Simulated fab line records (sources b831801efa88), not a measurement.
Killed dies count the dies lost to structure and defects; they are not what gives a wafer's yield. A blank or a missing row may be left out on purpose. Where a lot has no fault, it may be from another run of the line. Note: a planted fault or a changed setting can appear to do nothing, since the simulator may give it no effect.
fab line records / flow gf180mcu
[record] lots = 7 wafers = 21 lastDay = 34
route steps=602 shown M2@362
lots untouched by any fault: they come from a run of this same line in which no faults occurred
startH: start of the lot's first displayed wafer, in hours after the record's first day / waitH: hours since the lot's step before / " same as the row above / L1.1+2: several wafers, shown together as one row / - no value present, or no start provided / * or withheld: withheld / < > ~ a bound
route shown NAME@n: names a module that has steps shown in the file, with the first one's number in the route / usual: mean/standard deviation taken from wafers without a fault / same: alike in all rows / chamber/n: place in a boat / sites: the reading at each site / _std_site: their standard deviation / _edge_site: the outer-site mean with the inner-site mean subtracted / radiusMm: for every site, how far away it sits from the centre of the wafer / mask NAME#n: copy n / behind: tool/chamber where the wafer was last shaped / hold: reason for holding the lot/hours on hold/outcome of the hold / device: names the non-switching transistor (n, p or np) / end of line: tests of these same wafers at the route's end / step lacking rows: just its recipe / killed: dies lost to structure and defects at the first sort, not the wafer's yield / map: dies across one wafer; x = killed, . = not, _ = none there
set.NAME: setting as actually run; set.NAME@STEP: the setting as run at that earlier step / model.NAME: the simulator's own value behind a step, which no gauge read
a table for each step, a row for each wafer; lots at some steps of the route
services: a tool's chamber out of use, with start hour (startH, from the record's first day; less than 0 if before it), hours out, and reason
[[steps]]
[step GF_M2_SPUTTER_00]
[recipe] material = Ti targetThkNm = 37.5 arrivingIonEnergyEv = 80 substrateTempC = 200 chamberPressurePa = 2 powerW = 4000 timeS = 150
[usual] throttleValvePct = 30.4/0.98
lot.wafer=L296.2 tool=pvdSputter-02 chamber=- startH=450.65 waitH=0.1 throttleValvePct=29.5
lot.wafer=L296.4 tool=pvdSputter-02 chamber=- startH=450.65 waitH=0.1 throttleValvePct=29.6
lot.wafer=L296.6 tool=pvdSputter-02 chamber=- startH=450.65 waitH=0.1 throttleValvePct=30.7
lot.wafer=L298.4 tool=pvdSputter-04 chamber=- startH=467.01 waitH=0.2 throttleValvePct=29.5
lot.wafer=L298.5 tool=pvdSputter-04 chamber=- startH=467.01 waitH=0.2 throttleValvePct=29.7
lot.wafer=L298.6 tool=pvdSputter-04 chamber=- startH=467.01 waitH=0.2 throttleValvePct=33.0
lot.wafer=L303.2 tool=pvdSputter-02 chamber=- startH=512.40 waitH=0.1 throttleValvePct=30.8
lot.wafer=L303.3 tool=pvdSputter-02 chamber=- startH=512.40 waitH=0.1 throttleValvePct=29.9
lot.wafer=L303.5 tool=pvdSputter-02 chamber=- startH=512.40 waitH=0.1 throttleValvePct=29.7
lot.wafer=L304.1 tool=pvdSputter-02 chamber=- startH=522.96 waitH=0.2 throttleValvePct=29.6
lot.wafer=L304.3 tool=pvdSputter-02 chamber=- startH=522.96 waitH=0.2 throttleValvePct=30.9
lot.wafer=L304.6 tool=pvdSputter-02 chamber=- startH=522.96 waitH=0.2 throttleValvePct=30.7
lot.wafer=L305.4 tool=pvdSputter-02 chamber=- startH=529.26 waitH=0.2 throttleValvePct=29.9
lot.wafer=L305.5 tool=pvdSputter-02 chamber=- startH=529.26 waitH=0.2 throttleValvePct=29.9
lot.wafer=L305.6 tool=pvdSputter-02 chamber=- startH=529.26 waitH=0.2 throttleValvePct=30.6
lot.wafer=L307.1 tool=pvdSputter-02 chamber=- startH=546.31 waitH=0.2 throttleValvePct=29.7
lot.wafer=L307.3 tool=pvdSputter-02 chamber=- startH=546.31 waitH=0.2 throttleValvePct=30.3
lot.wafer=L307.5 tool=pvdSputter-02 chamber=- startH=546.31 waitH=0.2 throttleValvePct=29.7
lot.wafer=L315.1 tool=pvdSputter-02 chamber=- startH=607.57 waitH=0.1 throttleValvePct=30.5
lot.wafer=L315.3 tool=pvdSputter-02 chamber=- startH=607.57 waitH=0.1 throttleValvePct=31.0
lot.wafer=L315.5 tool=pvdSputter-02 chamber=- startH=607.57 waitH=0.1 throttleValvePct=30.4
[step GF_M2_SPUTTER_01]
[recipe] material = TiN targetThkNm = 30 powerW = 6500 timeS = 25 chamberPressurePa = 0.4
[usual] throttleValvePct = 30.5/0.98
lot.wafer=L296.2 tool=pvdSputter-02 chamber=- startH=450.75 waitH=0.1 throttleValvePct=29.7
lot.wafer=L296.4 tool=pvdSputter-02 chamber=- startH=450.75 waitH=0.1 throttleValvePct=29.6
lot.wafer=L296.6 tool=pvdSputter-02 chamber=- startH=450.75 waitH=0.1 throttleValvePct=31.2
lot.wafer=L298.4 tool=pvdSputter-04 chamber=- startH=467.11 waitH=0.1 throttleValvePct=29.9
lot.wafer=L298.5 tool=pvdSputter-04 chamber=- startH=467.11 waitH=0.1 throttleValvePct=29.7
lot.wafer=L298.6 tool=pvdSputter-04 chamber=- startH=467.11 waitH=0.1 throttleValvePct=33.0
lot.wafer=L303.2 tool=pvdSputter-02 chamber=- startH=512.50 waitH=0.1 throttleValvePct=30.7
lot.wafer=L303.3 tool=pvdSputter-02 chamber=- startH=512.50 waitH=0.1 throttleValvePct=29.8
lot.wafer=L303.5 tool=pvdSputter-02 chamber=- startH=512.50 waitH=0.1 throttleValvePct=29.8
lot.wafer=L304.1 tool=pvdSputter-02 chamber=- startH=523.06 waitH=0.1 throttleValvePct=29.6
lot.wafer=L304.3 tool=pvdSputter-02 chamber=- startH=523.06 waitH=0.1 throttleValvePct=31.0
lot.wafer=L304.6 tool=pvdSputter-02 chamber=- startH=523.06 waitH=0.1 throttleValvePct=30.4
lot.wafer=L305.4 tool=pvdSputter-02 chamber=- startH=529.36 waitH=0.1 throttleValvePct=29.7
lot.wafer=L305.5 tool=pvdSputter-02 chamber=- startH=529.36 waitH=0.1 throttleValvePct=29.9
lot.wafer=L305.6 tool=pvdSputter-02 chamber=- startH=529.36 waitH=0.1 throttleValvePct=31.0
lot.wafer=L307.1 tool=pvdSputter-02 chamber=- startH=546.41 waitH=0.1 throttleValvePct=29.6
lot.wafer=L307.3 tool=pvdSputter-02 chamber=- startH=546.41 waitH=0.1 throttleValvePct=30.3
lot.wafer=L307.5 tool=pvdSputter-02 chamber=- startH=546.41 waitH=0.1 throttleValvePct=29.5
lot.wafer=L315.1 tool=pvdSputter-02 chamber=- startH=607.67 waitH=0.1 throttleValvePct=30.4
lot.wafer=L315.3 tool=pvdSputter-02 chamber=- startH=607.67 waitH=0.1 throttleValvePct=31.2
lot.wafer=L315.5 tool=pvdSputter-02 chamber=- startH=607.67 waitH=0.1 throttleValvePct=30.3
[step GF_M2_SPUTTER_02]
[recipe] material = AlCu targetThkNm = 450 powerW = 10600 timeS = 23.9 chamberPressurePa = 0.4
[usual] throttleValvePct = 30.4/0.99
lot.wafer=L296.2 tool=pvdSputter-02 chamber=- startH=450.78 waitH=0.0 throttleValvePct=29.9
lot.wafer=L296.4 tool=pvdSputter-02 chamber=- startH=450.78 waitH=0.0 throttleValvePct=30.0
lot.wafer=L296.6 tool=pvdSputter-02 chamber=- startH=450.78 waitH=0.0 throttleValvePct=31.2
lot.wafer=L298.4 tool=pvdSputter-04 chamber=- startH=467.14 waitH=0.0 throttleValvePct=29.6
lot.wafer=L298.5 tool=pvdSputter-04 chamber=- startH=467.14 waitH=0.0 throttleValvePct=29.6
lot.wafer=L298.6 tool=pvdSputter-04 chamber=- startH=467.14 waitH=0.0 throttleValvePct=33.0
lot.wafer=L303.2 tool=pvdSputter-02 chamber=- startH=512.53 waitH=0.0 throttleValvePct=30.9
lot.wafer=L303.3 tool=pvdSputter-02 chamber=- startH=512.53 waitH=0.0 throttleValvePct=29.8
lot.wafer=L303.5 tool=pvdSputter-02 chamber=- startH=512.53 waitH=0.0 throttleValvePct=29.7
lot.wafer=L304.1 tool=pvdSputter-02 chamber=- startH=523.09 waitH=0.0 throttleValvePct=29.9
lot.wafer=L304.3 tool=pvdSputter-02 chamber=- startH=523.09 waitH=0.0 throttleValvePct=30.9
lot.wafer=L304.6 tool=pvdSputter-02 chamber=- startH=523.09 waitH=0.0 throttleValvePct=30.4
lot.wafer=L305.4 tool=pvdSputter-02 chamber=- startH=529.39 waitH=0.0 throttleValvePct=29.7
lot.wafer=L305.5 tool=pvdSputter-02 chamber=- startH=529.39 waitH=0.0 throttleValvePct=29.9
lot.wafer=L305.6 tool=pvdSputter-02 chamber=- startH=529.39 waitH=0.0 throttleValvePct=30.9
lot.wafer=L307.1 tool=pvdSputter-02 chamber=- startH=546.44 waitH=0.0 throttleValvePct=29.7
lot.wafer=L307.3 tool=pvdSputter-02 chamber=- startH=546.44 waitH=0.0 throttleValvePct=30.6
lot.wafer=L307.5 tool=pvdSputter-02 chamber=- startH=546.44 waitH=0.0 throttleValvePct=29.8
lot.wafer=L315.1 tool=pvdSputter-02 chamber=- startH=607.70 waitH=0.0 throttleValvePct=30.1
lot.wafer=L315.3 tool=pvdSputter-02 chamber=- startH=607.70 waitH=0.0 throttleValvePct=31.1
lot.wafer=L315.5 tool=pvdSputter-02 chamber=- startH=607.70 waitH=0.0 throttleValvePct=30.3
[step GF_M2_SPUTTER_03]
[recipe] material = Ti targetThkNm = 10 substrateTempC = 300 chamberPressurePa = 0.3 powerW = 3000 timeS = 6.7
[usual] throttleValvePct = 30.5/0.99
lot.wafer=L296.2 tool=pvdSputter-02 chamber=- startH=450.81 waitH=0.0 throttleValvePct=29.7
lot.wafer=L296.4 tool=pvdSputter-02 chamber=- startH=450.81 waitH=0.0 throttleValvePct=29.9
lot.wafer=L296.6 tool=pvdSputter-02 chamber=- startH=450.81 waitH=0.0 throttleValvePct=31.2
lot.wafer=L298.4 tool=pvdSputter-04 chamber=- startH=467.17 waitH=0.0 throttleValvePct=29.9
lot.wafer=L298.5 tool=pvdSputter-04 chamber=- startH=467.17 waitH=0.0 throttleValvePct=29.5
lot.wafer=L298.6 tool=pvdSputter-04 chamber=- startH=467.17 waitH=0.0 throttleValvePct=33.1
lot.wafer=L303.2 tool=pvdSputter-02 chamber=- startH=512.56 waitH=0.0 throttleValvePct=31.2
lot.wafer=L303.3 tool=pvdSputter-02 chamber=- startH=512.56 waitH=0.0 throttleValvePct=29.8
lot.wafer=L303.5 tool=pvdSputter-02 chamber=- startH=512.56 waitH=0.0 throttleValvePct=29.7
lot.wafer=L304.1 tool=pvdSputter-02 chamber=- startH=523.12 waitH=0.0 throttleValvePct=29.8
lot.wafer=L304.3 tool=pvdSputter-02 chamber=- startH=523.12 waitH=0.0 throttleValvePct=31.1
lot.wafer=L304.6 tool=pvdSputter-02 chamber=- startH=523.12 waitH=0.0 throttleValvePct=30.5
lot.wafer=L305.4 tool=pvdSputter-02 chamber=- startH=529.42 waitH=0.0 throttleValvePct=29.6
lot.wafer=L305.5 tool=pvdSputter-02 chamber=- startH=529.42 waitH=0.0 throttleValvePct=30.0
lot.wafer=L305.6 tool=pvdSputter-02 chamber=- startH=529.42 waitH=0.0 throttleValvePct=30.8
lot.wafer=L307.1 tool=pvdSputter-02 chamber=- startH=546.47 waitH=0.0 throttleValvePct=29.8
lot.wafer=L307.3 tool=pvdSputter-02 chamber=- startH=546.47 waitH=0.0 throttleValvePct=30.5
lot.wafer=L307.5 tool=pvdSputter-02 chamber=- startH=546.47 waitH=0.0 throttleValvePct=29.7
lot.wafer=L315.1 tool=pvdSputter-02 chamber=- startH=607.73 waitH=0.0 throttleValvePct=30.4
lot.wafer=L315.3 tool=pvdSputter-02 chamber=- startH=607.73 waitH=0.0 throttleValvePct=31.0
lot.wafer=L315.5 tool=pvdSputter-02 chamber=- startH=607.73 waitH=0.0 throttleValvePct=30.4
[step GF_M2_SPUTTER_04]
[recipe] material = TiN targetThkNm = 50 powerW = 6500 timeS = 41.7 chamberPressurePa = 0.4
[usual] throttleValvePct = 30.4/1
lot.wafer=L296.2 tool=pvdSputter-02 chamber=- startH=450.83 waitH=0.0 throttleValvePct=29.5
lot.wafer=L296.4 tool=pvdSputter-02 chamber=- startH=450.83 waitH=0.0 throttleValvePct=29.6
lot.wafer=L296.6 tool=pvdSputter-02 chamber=- startH=450.83 waitH=0.0 throttleValvePct=31.1
lot.wafer=L298.4 tool=pvdSputter-04 chamber=- startH=467.19 waitH=0.0 throttleValvePct=29.8
lot.wafer=L298.5 tool=pvdSputter-04 chamber=- startH=467.19 waitH=0.0 throttleValvePct=29.7
lot.wafer=L298.6 tool=pvdSputter-04 chamber=- startH=467.19 waitH=0.0 throttleValvePct=32.7
lot.wafer=L303.2 tool=pvdSputter-02 chamber=- startH=512.58 waitH=0.0 throttleValvePct=31.2
lot.wafer=L303.3 tool=pvdSputter-02 chamber=- startH=512.58 waitH=0.0 throttleValvePct=29.6
lot.wafer=L303.5 tool=pvdSputter-02 chamber=- startH=512.58 waitH=0.0 throttleValvePct=29.7
lot.wafer=L304.1 tool=pvdSputter-02 chamber=- startH=523.14 waitH=0.0 throttleValvePct=29.7
lot.wafer=L304.3 tool=pvdSputter-02 chamber=- startH=523.14 waitH=0.0 throttleValvePct=31.1
lot.wafer=L304.6 tool=pvdSputter-02 chamber=- startH=523.14 waitH=0.0 throttleValvePct=30.3
lot.wafer=L305.4 tool=pvdSputter-02 chamber=- startH=529.44 waitH=0.0 throttleValvePct=29.4
lot.wafer=L305.5 tool=pvdSputter-02 chamber=- startH=529.44 waitH=0.0 throttleValvePct=29.7
lot.wafer=L305.6 tool=pvdSputter-02 chamber=- startH=529.44 waitH=0.0 throttleValvePct=31.0
lot.wafer=L307.1 tool=pvdSputter-02 chamber=- startH=546.49 waitH=0.0 throttleValvePct=29.6
lot.wafer=L307.3 tool=pvdSputter-02 chamber=- startH=546.49 waitH=0.0 throttleValvePct=30.5
lot.wafer=L307.5 tool=pvdSputter-02 chamber=- startH=546.49 waitH=0.0 throttleValvePct=29.7
lot.wafer=L315.1 tool=pvdSputter-02 chamber=- startH=607.75 waitH=0.0 throttleValvePct=30.2
lot.wafer=L315.3 tool=pvdSputter-02 chamber=- startH=607.75 waitH=0.0 throttleValvePct=30.9
lot.wafer=L315.5 tool=pvdSputter-02 chamber=- startH=607.75 waitH=0.0 throttleValvePct=30.4
[step GF_M2_RS_MEAS_05]
[recipe] thkMeasGauge = four-point-probe reads = TiN_of_M2_SPUTTER_04+Ti_of_M2_SPUTTER_03+AlCu_of_M2_SPUTTER_02+TiN_of_M2_SPUTTER_01+Ti_of_M2_SPUTTER_00
[usual] M2_ALCU_RS = 0.0695/0.00075
lot.wafer=L296.2 tool=filmMetro-04 chamber=- startH=450.89 waitH=0.0 M2_ALCU_RS[ohm/sq]=0.0701
lot.wafer=L296.4 tool=filmMetro-04 chamber=- startH=450.89 waitH=0.0 M2_ALCU_RS[ohm/sq]=0.0685
lot.wafer=L296.6 tool=filmMetro-04 chamber=- startH=450.89 waitH=0.0 M2_ALCU_RS[ohm/sq]=0.0698
lot.wafer=L298.4 tool=filmMetro-02 chamber=- startH=467.29 waitH=0.1 M2_ALCU_RS[ohm/sq]=0.0695
lot.wafer=L298.5 tool=filmMetro-02 chamber=- startH=467.29 waitH=0.1 M2_ALCU_RS[ohm/sq]=0.0692
lot.wafer=L298.6 tool=filmMetro-02 chamber=- startH=467.29 waitH=0.1 M2_ALCU_RS[ohm/sq]=0.0700
lot.wafer=L303.2 tool=filmMetro-03 chamber=- startH=512.64 waitH=0.0 M2_ALCU_RS[ohm/sq]=0.0698
lot.wafer=L303.3 tool=filmMetro-03 chamber=- startH=512.64 waitH=0.0 M2_ALCU_RS[ohm/sq]=0.0681
lot.wafer=L303.5 tool=filmMetro-03 chamber=- startH=512.64 waitH=0.0 M2_ALCU_RS[ohm/sq]=0.0693
lot.wafer=L304.1 tool=filmMetro-02 chamber=- startH=523.18 waitH=0.0 M2_ALCU_RS[ohm/sq]=0.0688
lot.wafer=L304.3 tool=filmMetro-02 chamber=- startH=523.18 waitH=0.0 M2_ALCU_RS[ohm/sq]=0.0697
lot.wafer=L304.6 tool=filmMetro-02 chamber=- startH=523.18 waitH=0.0 M2_ALCU_RS[ohm/sq]=0.0693
lot.wafer=L305.4 tool=filmMetro-04 chamber=- startH=529.54 waitH=0.1 M2_ALCU_RS[ohm/sq]=0.0681
lot.wafer=L305.5 tool=filmMetro-04 chamber=- startH=529.54 waitH=0.1 M2_ALCU_RS[ohm/sq]=0.0689
lot.wafer=L305.6 tool=filmMetro-04 chamber=- startH=529.54 waitH=0.1 M2_ALCU_RS[ohm/sq]=0.0696
lot.wafer=L307.1 tool=filmMetro-02 chamber=- startH=546.53 waitH=0.0 M2_ALCU_RS[ohm/sq]=0.0688
lot.wafer=L307.3 tool=filmMetro-02 chamber=- startH=546.53 waitH=0.0 M2_ALCU_RS[ohm/sq]=0.0699
lot.wafer=L307.5 tool=filmMetro-02 chamber=- startH=546.53 waitH=0.0 M2_ALCU_RS[ohm/sq]=0.0686
lot.wafer=L315.1 tool=filmMetro-04 chamber=- startH=607.79 waitH=0.0 M2_ALCU_RS[ohm/sq]=0.0708
lot.wafer=L315.3 tool=filmMetro-04 chamber=- startH=607.79 waitH=0.0 M2_ALCU_RS[ohm/sq]=0.0697
lot.wafer=L315.5 tool=filmMetro-04 chamber=- startH=607.79 waitH=0.0 M2_ALCU_RS[ohm/sq]=0.0706
[step GF_M2_THK_MEAS_06]
[recipe] thkMeasGauge = xrf reads = AlCu_of_M2_SPUTTER_02
[usual] M2_ALCU_THK = 452/5.4
lot.wafer=L296.2 tool=filmMetro-04 chamber=- startH=451.00 waitH=0.1 M2_ALCU_THK[nm]=450
lot.wafer=L296.4 tool=filmMetro-04 chamber=- startH=451.00 waitH=0.1 M2_ALCU_THK[nm]=463
lot.wafer=L296.6 tool=filmMetro-04 chamber=- startH=451.00 waitH=0.1 M2_ALCU_THK[nm]=452
lot.wafer=L298.4 tool=filmMetro-02 chamber=- startH=467.38 waitH=0.1 M2_ALCU_THK[nm]=455
lot.wafer=L298.5 tool=filmMetro-02 chamber=- startH=467.38 waitH=0.1 M2_ALCU_THK[nm]=455
lot.wafer=L298.6 tool=filmMetro-02 chamber=- startH=467.38 waitH=0.1 M2_ALCU_THK[nm]=448
lot.wafer=L303.2 tool=filmMetro-03 chamber=- startH=512.75 waitH=0.1 M2_ALCU_THK[nm]=450
lot.wafer=L303.3 tool=filmMetro-03 chamber=- startH=512.75 waitH=0.1 M2_ALCU_THK[nm]=463
lot.wafer=L303.5 tool=filmMetro-03 chamber=- startH=512.75 waitH=0.1 M2_ALCU_THK[nm]=455
lot.wafer=L304.1 tool=filmMetro-02 chamber=- startH=523.30 waitH=0.1 M2_ALCU_THK[nm]=456
lot.wafer=L304.3 tool=filmMetro-02 chamber=- startH=523.30 waitH=0.1 M2_ALCU_THK[nm]=451
lot.wafer=L304.6 tool=filmMetro-02 chamber=- startH=523.30 waitH=0.1 M2_ALCU_THK[nm]=451
lot.wafer=L305.4 tool=filmMetro-04 chamber=- startH=529.63 waitH=0.1 M2_ALCU_THK[nm]=456
lot.wafer=L305.5 tool=filmMetro-04 chamber=- startH=529.63 waitH=0.1 M2_ALCU_THK[nm]=453
lot.wafer=L305.6 tool=filmMetro-04 chamber=- startH=529.63 waitH=0.1 M2_ALCU_THK[nm]=447
lot.wafer=L307.1 tool=filmMetro-02 chamber=- startH=546.65 waitH=0.1 M2_ALCU_THK[nm]=456
lot.wafer=L307.3 tool=filmMetro-02 chamber=- startH=546.65 waitH=0.1 M2_ALCU_THK[nm]=449
lot.wafer=L307.5 tool=filmMetro-02 chamber=- startH=546.65 waitH=0.1 M2_ALCU_THK[nm]=457
lot.wafer=L315.1 tool=filmMetro-04 chamber=- startH=607.91 waitH=0.1 M2_ALCU_THK[nm]=440
lot.wafer=L315.3 tool=filmMetro-04 chamber=- startH=607.91 waitH=0.1 M2_ALCU_THK[nm]=445
lot.wafer=L315.5 tool=filmMetro-04 chamber=- startH=607.91 waitH=0.1 M2_ALCU_THK[nm]=442
[step GF_M2_DEHYDRATE_07]
[recipe] tempC = 200 timeS = 60
[step GF_M2_HMDS_08]
[recipe] primeTimeS = 60 primeTempC = 120
[step GF_M2_COAT_09]
[recipe] resist = KrF spinRpm = withheld resistThkNm = 1000
[step GF_M2_SOFTBAKE_10]
[recipe] tempC = 130 timeS = 60 resist = KrF
[step GF_M2_EXPOSE_11]
[recipe] maskId = Metal2 targetCdNm = 280 na = 0.68 sourceShape = conventional sigmaOuter = 0.6 doseMj = 28
[step GF_M2_PEB_12]
[recipe] pebTempC = 135 pebTimeS = 90 resist = KrF
[usual] chillPlateTempC = 22.99/0.096 exhaustPa = 45.2/0.95
lot.wafer=L296.2 tool=lithoTrack-04 chamber=0 startH=474.46 waitH=- chillPlateTempC=22.96 exhaustPa=44.4
lot.wafer=L296.4 tool=lithoTrack-04 chamber=0 startH=474.46 waitH=- chillPlateTempC=23.02 exhaustPa=44.5
lot.wafer=L296.6 tool=lithoTrack-04 chamber=0 startH=474.46 waitH=- chillPlateTempC=22.90 exhaustPa=45.3
lot.wafer=L298.4 tool=lithoTrack-02 chamber=0 startH=490.38 waitH=- chillPlateTempC=23.02 exhaustPa=47.0
lot.wafer=L298.5 tool=lithoTrack-02 chamber=0 startH=490.38 waitH=- chillPlateTempC=23.00 exhaustPa=46.4
lot.wafer=L298.6 tool=lithoTrack-02 chamber=0 startH=490.38 waitH=- chillPlateTempC=22.91 exhaustPa=47.4
lot.wafer=L303.2 tool=lithoTrack-02 chamber=- startH=535.51 waitH=- chillPlateTempC=- exhaustPa=-
lot.wafer=L303.3 tool=lithoTrack-02 chamber=- startH=535.51 waitH=- chillPlateTempC=- exhaustPa=-
lot.wafer=L303.5 tool=lithoTrack-02 chamber=- startH=535.51 waitH=- chillPlateTempC=- exhaustPa=-
lot.wafer=L304.1 tool=lithoTrack-04 chamber=- startH=545.43 waitH=- chillPlateTempC=- exhaustPa=-
lot.wafer=L304.3 tool=lithoTrack-04 chamber=- startH=545.43 waitH=- chillPlateTempC=- exhaustPa=-
lot.wafer=L304.6 tool=lithoTrack-04 chamber=- startH=545.43 waitH=- chillPlateTempC=- exhaustPa=-
lot.wafer=L305.4 tool=lithoTrack-04 chamber=- startH=551.73 waitH=- chillPlateTempC=- exhaustPa=-
lot.wafer=L305.5 tool=lithoTrack-04 chamber=- startH=551.73 waitH=- chillPlateTempC=- exhaustPa=-
lot.wafer=L305.6 tool=lithoTrack-04 chamber=- startH=551.73 waitH=- chillPlateTempC=- exhaustPa=-
lot.wafer=L307.1 tool=lithoTrack-02 chamber=0 startH=567.48 waitH=- chillPlateTempC=22.99 exhaustPa=44.0
lot.wafer=L307.3 tool=lithoTrack-02 chamber=0 startH=567.48 waitH=- chillPlateTempC=22.83 exhaustPa=45.1
lot.wafer=L307.5 tool=lithoTrack-02 chamber=0 startH=567.48 waitH=- chillPlateTempC=22.80 exhaustPa=44.2
lot.wafer=L315.1 tool=lithoTrack-02 chamber=0 startH=627.73 waitH=- chillPlateTempC=23.14 exhaustPa=45.4
lot.wafer=L315.3 tool=lithoTrack-02 chamber=0 startH=627.73 waitH=- chillPlateTempC=22.96 exhaustPa=44.3
lot.wafer=L315.5 tool=lithoTrack-02 chamber=0 startH=627.73 waitH=- chillPlateTempC=23.05 exhaustPa=45.1
[step GF_M2_DEVELOP_13]
[recipe] developTimeS = 60 devTempC = 21
[[services]]
tool=pvdSputter-02 chamber=- startH=427.17 hours=1.0 kind=repair
tool=pvdSputter-02 chamber=- startH=554.99 hours=1.7 kind=repair
tool=pvdSputter-02 chamber=- startH=620.00 hours=19.6 kind=repair
[[key]]
[firstSign] step = GF_M2_PEB_12 reading = toolRecord direction = missing
effect none on later readings
metAt GF_M2_PEB_12
struckWafers L303.2,L303.3,L303.5,L304.1,L304.3,L304.6,L305.4,L305.5,L305.6
laterRowsLeftOut L303.2,L303.3,L303.5,L304.1,L304.3,L304.6,L305.4,L305.5,L305.6
sortLeftOut L303.2,L303.3,L303.5,L304.1,L304.3,L304.6,L305.4,L305.5,L305.6
onsetBetween 490.38 535.51
[fault] kind = skippedStepWhole tool = lithoTrack-02,lithoTrack-04 chamber = - onsetH = 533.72 steps = GF_M2_PEB_12 scope = struckLotsOnly
// sortLeftOut: the simulated sort isn't trusted on such a fault, so these wafers' sort isn't shown, and their yield isn't known
// laterRowsLeftOut: the simulator's readings of these wafers behind a module that went badly wrong aren't trusted and aren't shown, but for the sort
